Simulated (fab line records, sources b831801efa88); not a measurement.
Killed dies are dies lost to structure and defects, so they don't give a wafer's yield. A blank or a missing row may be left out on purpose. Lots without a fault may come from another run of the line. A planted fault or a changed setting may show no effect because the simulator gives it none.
Problem report in the 8D (eight disciplines) form, filled by code | flow sky130 | the parts of the form that need people (team, actions taken, sign-off) are left out

1. THE PROBLEM
chamber_pressure_pa at SKY_METAL4_SPUTTER_03 reads a mean of 0.4161 Pa on 6 wafers of 2 lots; wafers without a fault read 0.3999 Pa with a standard deviation of 0.0008. That is +20 standard deviations from the usual mean.
The step: material Ti, target thk 5 nm, time 3.3 s.
First seen on wafer L829.1, day 44 08:22, on pvd_sputter-04. The record holds 39 wafers of 13 lots with a number at this step. Rule for "out", or "out of limits": more than 4 standard deviations from the usual mean. The other wafers with a number count as sound.

2. WHAT IT IS AND WHAT IT IS NOT
question                    | is                     | is not
which readings at this step | chamber_pressure_pa    | throttle_valve_pct
which lots                  | L829, L832             | L813, L814, L815, L816, L817, L819, L820, L821, L822, L834, L836
which wafers of those lots  | all that have a number | -
read on which tools         | pvd_sputter-04         | pvd_sputter-02, pvd_sputter-03
when                        | from day 44 08:22      | up to then (27 sound wafers); but 6 sound wafers of L834, L836 came after

3. SUSPECTS, AND WHAT RULES EACH OUT
Counting: a tool at a process step up to the reading stays a suspect if it ran every lot that is out and no sound lot after the first of them.
- pvd_sputter-04 at SKY_METAL4_SPUTTER_03 (material Ti, target thk 5 nm, time 3.3 s): kept. It ran every lot that is out, first L829 (day 44 08:22), and no sound lot after that; its last sound lot up to then is L821 (day 42 07:28). Its own readings are out on those wafers: chamber_pressure_pa.
Left after counting: pvd_sputter-04 at SKY_METAL4_SPUTTER_03.

4. THE CAUSE (what the simulator had put in)
Process parameter drift: pvd_sputter-04, from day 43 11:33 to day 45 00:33, at SKY_METAL4_SPUTTER_03. Setting chamber_pressure_pa, moved by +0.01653, from 0.4. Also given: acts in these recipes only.
Counting left only this tool.

5. THE CHAIN OF EFFECTS, in route order
Each row: a reading whose mean over the struck wafers that have a number lies more than 3 standard deviations from the usual. Only readings for which the record gives a usual standard deviation are gone through. hours: the time from each lot's start at the first step in this table that gives one to its start at this step, as a median over the lots. sigmas: the change in usual standard deviations.
hours | step                  | reading             | usual     | on struck wafers | change  | sigmas
0     | SKY_METAL4_SPUTTER_03 | chamber_pressure_pa | 0.3999 Pa | 0.4161           | +0.0162 | +20
The process steps in it:
- SKY_METAL4_SPUTTER_03: material Ti, target thk 5 nm, time 3.3 s.

6. WHAT WOULD HAVE CAUGHT IT SOONER
In this record the first reading out of limits was taken at day 44 08:22, 21 hours after the fault began at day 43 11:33.
